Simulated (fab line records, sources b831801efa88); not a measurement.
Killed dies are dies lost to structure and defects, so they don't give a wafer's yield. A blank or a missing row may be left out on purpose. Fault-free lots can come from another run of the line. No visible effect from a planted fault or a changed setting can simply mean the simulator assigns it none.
Comparing a struck lot with a sound one -- flow gf180mcu -- 43 steps out of a route of 602
Sound: the wafers L681.1, L681.2, L681.4. Struck: wafers L690.1, L690.2, L690.6. The cause is named last.
Per side, at each step with rows, come the tool, then ch with its chambers, and then its first start. Under that, the readings that differ: sound wafers -- struck wafers -- difference of the means -- sigmas: that difference in standard deviations of wafers without a fault.
alike: a reading whose means differ by less than 2 such deviations, as well as words and numbers matching on both sides. not compared: withheld readings; readings where some wafer has no value; bounds like >300 that might hide an equal value; numbers whose values overlap and for which the record gives no deviation.
The two part at a step that has a row with sigmas, a row that says differs or no value, or rows on one side only. When numbers do not overlap yet have no deviation, they are printed without sigmas and do not part them. A reading missing from all wafers of one side parts the sides only when that side holds two or more wafers.

first, 1 step without rows for these wafers: GF_NSD_STRIP_11 (strips in O2/N2).
GF_NSD_TW_MEAS_12:
  sound on film metro-02 at day 13 13:38; struck on film metro-02 at day 16 19:32
  alike: NSD_TW
then, 7 steps without rows for these wafers: GF_PSD_DEHYDRATE_00 (time 60 s); GF_PSD_HMDS_01 (prime time 60 s); GF_PSD_COAT_02 (resist thk 1000 nm); GF_PSD_SOFTBAKE_03 (time 60 s); GF_PSD_EXPOSE_04 (exposes mask Pplus, target cd 400 nm); GF_PSD_PEB_05; GF_PSD_DEVELOP_06 (develop time 60 s).
GF_PSD_CD_MEAS_07: the cd target is 400 nm.
  sound on cd sem-02 at day 14 10:11; struck on cd sem-02 at day 17 19:14
  alike: cd nm
GF_PSD_OVL_MEAS_08:
  sound on overlay-02 at day 14 10:19; struck on overlay-01 at day 17 19:21
  alike: PSD_OVL
after that, 1 step had no rows for these wafers: GF_PSD_IMPLANT_09.
GF_PSD_STRIP_10: strips in O2/N2.
  sound on plasma asher-04 ch 0,1, day 14 10:29; struck on plasma asher-04 ch 0,1, day 17 19:32
  alike: drypump motor current A, heater power w, o2 flow sccm, oes product au, strip time to endpoint s
  not compared: rf hours counter h
GF_PSD_TW_MEAS_11:
  sound on film metro-02 at day 14 10:35; struck on film metro-02 at day 17 19:38
  alike: PSD_TW
then, 1 step without rows for these wafers: GF_PSD_CLEAN_12 (cleans in SC1/SC2, time 150 s).
GF_PSD_RTA_13: time 20 s.
  sound on rtp anneal-01 ch 0, day 14 10:42; struck on rtp anneal-02 ch 0, day 17 19:48
reading,sound,struck,difference,sigmas
lamp power pct (%),33.8 33.9 33.8,34.9 34.9 35.0,+1.1,+2
  alike: wafer_temp_C_max
GF_PSD_RS_MEAS_14: measures by four-point-probe.
  sound on film metro-04 at day 14 10:47; struck on film metro-02 at day 17 19:53
  alike: NSD_RS
GF_PSD_RS_MEAS_15: measures by four-point-probe.
  sound on film metro-04 at day 14 10:54; struck on film metro-02 at day 17 20:00
  alike: PSD_RS
then, 1 step without rows for these wafers: GF_SAB_CVD_00 (deposits SiO2 from TEOS, target thk 50 nm, time 4.9302 s).
GF_SAB_THK_MEAS_01:
  sound on film metro-01 at day 14 11:02; struck on film metro-01 at day 17 20:08
  alike: SAB_CVD_00_THK
then, 7 steps without rows for these wafers: GF_SAB_DEHYDRATE_02 (time 60 s); GF_SAB_HMDS_03 (prime time 60 s); GF_SAB_COAT_04 (resist thk 1000 nm); GF_SAB_SOFTBAKE_05 (time 60 s); GF_SAB_EXPOSE_06 (exposes mask SAB, target cd 420 nm); GF_SAB_PEB_07; GF_SAB_DEVELOP_08 (develop time 61.32 s).
GF_SAB_CD_MEAS_09: the cd target is 420 nm.
  sound on cd sem-02 at day 15 08:14; struck on cd sem-02 at day 18 20:13
  alike: cd nm
GF_SAB_OVL_MEAS_10:
  sound on overlay-02 at day 15 08:21; struck on overlay-01 at day 18 20:20
  alike: SAB_OVL
GF_SAB_ETCH_11: etches SiO2 in C4F8/O2/Ar, target depth 55 nm, time 8.5 s.
  sound on rie diel-02 ch 1,2,3, day 15 08:23; struck on rie diel-02 ch 0,2, day 18 20:23
  alike: oes product au
  not compared: rf hours counter h
then, 1 step without rows for these wafers: GF_SAB_WET_ETCH_12 (etches SiO2 in dHF, target depth 22 nm, time 440 s).
GF_SAB_STRIP_13: strips in O2/N2.
  sound on plasma asher-01 ch 0,1, day 15 08:32; struck on plasma asher-04 ch 0,1, day 18 20:32
  alike: drypump motor current A, heater power w, o2 flow sccm, oes product au, strip time to endpoint s
  not compared: rf hours counter h
then, 2 steps without rows for these wafers: GF_SALICIDE_CLEAN_00 (cleans in SC1/SC2, time 150 s); GF_SALICIDE_WET_ETCH_01 (etches SiO2 in dHF, target depth 5 nm, time 100 s).
GF_SALICIDE_SPUTTER_02: material Co, target thk 10 nm, time 20 s.
  sound on pvd sputter-03 at day 15 08:43; struck on pvd sputter-03 at day 18 20:44
  alike: throttle valve pct
then, 1 step without rows for these wafers: GF_SALICIDE_SPUTTER_03 (material TiN, target thk 20 nm, time 16.7 s).
GF_SALICIDE_RS_MEAS_04: measures by four-point-probe.
  sound on film metro-03 at day 15 08:47; struck on film metro-03 at day 18 20:47
  alike: SALICIDE_TIN_RS
GF_SALICIDE_THK_MEAS_05: measures by xrf.
  sound on film metro-03 at day 15 08:54; struck on film metro-03 at day 18 20:54
  alike: SALICIDE_TIN_THK
GF_SALICIDE_RTA_06: time 30 s.
  sound on rtp anneal-01 ch 0, day 15 08:58; struck on rtp anneal-01 ch 0, day 18 20:58
  alike: lamp power pct, wafer_temp_C_max
then, 3 steps without rows for these wafers: GF_SALICIDE_WET_ETCH_07 (etches the open film in SPM, target depth 120 nm); GF_SALICIDE_RTA_08 (time 30 s); GF_CONTACT_CVD_00 (deposits SiO2, target thk 300 nm, time 50 s).
-- the record jumps here: 13 days lie between the struck wafers' starts before and after (it left off in module CONTACT and takes up again in module PASSIVATION, whose first step shown is number 602 of the route) --
GF_PASSIVATION_PROBE_99:
  the record has rows for the struck wafers here (prober-02, day 32 02:59) and none for the sound ones

## WHERE THEY PART
At GF_PSD_RTA_13 first; at GF_PASSIVATION_PROBE_99 last (within this record only).

WHY: what had been put in by the simulator
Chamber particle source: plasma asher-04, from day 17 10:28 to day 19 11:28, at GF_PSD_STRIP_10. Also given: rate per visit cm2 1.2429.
